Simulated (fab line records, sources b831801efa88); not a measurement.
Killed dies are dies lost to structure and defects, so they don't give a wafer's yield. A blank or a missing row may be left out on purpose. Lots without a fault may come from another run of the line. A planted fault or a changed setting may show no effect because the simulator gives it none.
Problem report in the 8D (eight disciplines) form, filled by code | flow sky130 | the parts of the form that need people (team, actions taken, sign-off) are left out

1. THE PROBLEM
SD_N_RS at SKY_SD_N_RS_MEAS_16 reads a mean of 67.64 ohm/sq on 1 wafer of 1 lot; wafers without a fault read 68.48 ohm/sq with a standard deviation of 0.098. That is -8.6 standard deviations from the usual mean.
The step: measures by four-point-probe.
First seen on wafer L424.3, day 33 09:13, on film_metro-01. The record holds 34 wafers of 12 lots with a number at this step. Rule for "out", or "out of limits": more than 4 standard deviations from the usual mean. The other wafers with a number count as sound.

2. WHAT IT IS AND WHAT IT IS NOT
question                    | is                     | is not
which readings at this step | SD_N_RS                | -
which lots                  | L424                   | L408, L409, L410, L412, L414, L415, L416, L425, L427, L429, L431
which wafers of those lots  | all that have a number | -
read on which gauges        | film_metro-01          | film_metro-03, film_metro-04
when                        | from day 33 09:13      | up to then (21 sound wafers); but 12 sound wafers of L425, L427, L429, L431 came after

3. SUSPECTS, AND WHAT RULES EACH OUT
Counting: a tool at a process step up to the reading stays a suspect if it ran every lot that is out and no sound lot after the first of them.
- the gauge at SKY_SD_N_RS_MEAS_16: ruled out. All the wafers that are out were read on film_metro-01, but those of them that SKY_SD_N_RTA_14 has rows for are out there too, on other tools.
- plasma_asher-01 at SKY_LDD_HVP_STRIP_09 (strips in O2/N2): ruled out as a lasting fault. Sound lots L425, L429, L431 ran on it after its first lot that is out, L424 (day 27 10:34).
- rtp_anneal-02 at SKY_SD_N_RTA_14 (time 2 s): kept. It ran the lot that is out, L424 (day 33 08:59), and no sound lot after that; its last sound lot up to then is L416 (day 30 14:34). Its own readings are out on those wafers: wafer_temp_C_max.
Left after counting: rtp_anneal-02 at SKY_SD_N_RTA_14.

4. THE CAUSE (what the simulator had put in)
Process parameter drift: rtp_anneal-02, from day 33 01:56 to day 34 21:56, at SKY_SD_N_RTA_14. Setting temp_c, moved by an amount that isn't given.
Counting left only this tool.

5. THE CHAIN OF EFFECTS, in route order
Each row: a reading whose mean over the struck wafers that have a number lies more than 3 standard deviations from the usual. Only readings for which the record gives a usual standard deviation are gone through. hours: the time from each lot's start at the first step in this table that gives one to its start at this step, as a median over the lots. sigmas: the change in usual standard deviations.
hours | step                | reading          | usual        | on struck wafers | change | sigmas
0     | SKY_SD_N_RTA_14     | wafer_temp_C_max | 1078.0       | 1084.3           | +6.3   | +4.8
0     | SKY_SD_N_RS_MEAS_16 | SD_N_RS          | 68.48 ohm/sq | 67.64            | -0.84  | -8.6
0     | SKY_SD_N_RS_MEAS_17 | SD_P_RS          | 146.9 ohm/sq | 142.7            | -4.2   | -12
The process steps in it:
- SKY_SD_N_RTA_14: time 2 s.

6. WHAT WOULD HAVE CAUGHT IT SOONER
In this record the first reading out of limits at a measuring or inspecting step was taken at day 33 09:13, 7 hours after the fault began at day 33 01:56.
The tool's own readings at SKY_SD_N_RTA_14 were out on every struck wafer that the step has a row for (wafer_temp_C_max): an alarm limit on them would have fired on the first of those.
All the lots that are out (1) had begun SKY_SD_N_RTA_14 on rtp_anneal-02 by day 33 09:13. A hold on the tool at that time would have spared none of them.
